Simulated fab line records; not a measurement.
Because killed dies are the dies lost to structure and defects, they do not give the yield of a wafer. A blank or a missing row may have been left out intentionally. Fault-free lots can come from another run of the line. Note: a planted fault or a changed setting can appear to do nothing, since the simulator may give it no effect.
Which tool did it? -- flow gf180mcu -- 33 wafers from 11 lots sampled at 4 of the route's 602 steps

WHAT EACH GAUGE READ, for each wafer
GF_VT_IMPLANT_TW_MEAS_21.
lot,measured,on,VT_IMPLANT_2_TW
L448,day 6 15:30,filmMetro-01,1211 1202 1210
L449,day 6 19:16,filmMetro-03,1214 1209 1213
L451,day 7 07:06,filmMetro-01,1210 1209 1209
L459,day 10 04:40,filmMetro-02,1216 1213 1211
L460,day 10 04:46,filmMetro-03,30 30 30
L462,day 10 17:00,filmMetro-02,30 30 30
L465,day 11 14:58,filmMetro-02,1220 1225 1225
L466,day 11 16:31,filmMetro-02,1215 1226 1222
L468,day 12 00:16,filmMetro-01,1223 1224 1229
L467,day 12 00:59,filmMetro-02,1226 1224 1228
L469,day 12 16:51,filmMetro-03,1215 1209 1208

WHICH TOOL RAN EACH LOT (tool, then ch and the chambers of the sampled wafers, then the start)
lot,GF_DNWELL_STRIP_08,GF_VT_IMPLANT_STRIP_09,GF_VT_IMPLANT_STRIP_20
L448,"plasmaAsher-01 ch 0,1, day 3 07:49","plasmaAsher-04 ch 0,1, day 6 02:07","plasmaAsher-03 ch 0,1, day 6 15:24"
L449,"plasmaAsher-02 ch 0,1, day 3 10:25","plasmaAsher-03 ch 0,1, day 6 05:06","plasmaAsher-02 ch 0,1, day 6 19:09"
L451,"plasmaAsher-04 ch 0,1, day 3 20:31","plasmaAsher-03 ch 0,1, day 6 16:39","plasmaAsher-03 ch 0, day 7 07:00"
L459,"plasmaAsher-02 ch 0,1, day 6 03:52","plasmaAsher-04 ch 0,1, day 9 10:57","plasmaAsher-04 ch 0,1, day 10 04:34"
L460,"plasmaAsher-01 ch 0,1, day 6 04:13","plasmaAsher-02 ch 0,1, day 9 11:06","plasmaAsher-02 ch 1, day 10 04:39"
L462,"plasmaAsher-02 ch 0,1, day 6 12:01","plasmaAsher-02 ch 0,1, day 9 23:07","plasmaAsher-03 ch 0,1, day 10 16:54"
L465,"plasmaAsher-02 ch 0,1, day 7 09:01","plasmaAsher-03 ch 1, day 10 20:33","plasmaAsher-02 ch 0,1, day 11 14:51"
L466,"plasmaAsher-01 ch 0,1, day 7 09:31","plasmaAsher-04 ch 0,1, day 10 22:09","plasmaAsher-04 ch 0,1, day 11 16:24"
L468,"plasmaAsher-02 ch 0,1, day 7 16:16","plasmaAsher-02 ch 0,1, day 11 05:33","plasmaAsher-02 ch 0,1, day 12 00:09"
L467,"plasmaAsher-01 ch 0,1, day 7 16:54","plasmaAsher-02 ch 0,1, day 11 06:11","plasmaAsher-04 ch 0,1, day 12 00:53"
L469,"plasmaAsher-02 ch 0,1, day 8 04:10","plasmaAsher-03 ch 0,1, day 11 21:45","plasmaAsher-04 ch 0,1, day 12 16:45"
- GF_DNWELL_STRIP_08: strips in O2/N2.
- GF_VT_IMPLANT_STRIP_09: strips in O2/N2.
- GF_VT_IMPLANT_STRIP_20: strips in O2/N2.

THE ANSWER, worked out from the rows above alone
Rule: usual is defined by the lots themselves. Put in order of their means at a reading, lots are off if they are a third of the lots or fewer, leave a main group of 4 or more, and stand apart from it by a gap of 3 or more times the standard deviation of the main group's means; of several such gaps the widest counts. A main group whose means are all the same, to the digits that the tables above print for the reading, isn't used. Also off: a lot with no number at a reading for which 4 or more lots have one. The other lots that the step has rows for count as sound.
Off: L460, L462, at GF_VT_IMPLANT_TW_MEAS_21 (VT_IMPLANT_2_TW). Mean 1217 and standard deviation 6.9 in the main group.
If a tool, at a process step before that reading, ran all the lots that are off and no sound lot after the first of them, it fits. Those tools and the gauges at GF_VT_IMPLANT_TW_MEAS_21 are tried in the same way. Not one of the candidates tried fits.

WHAT THE SIMULATOR PUT IN
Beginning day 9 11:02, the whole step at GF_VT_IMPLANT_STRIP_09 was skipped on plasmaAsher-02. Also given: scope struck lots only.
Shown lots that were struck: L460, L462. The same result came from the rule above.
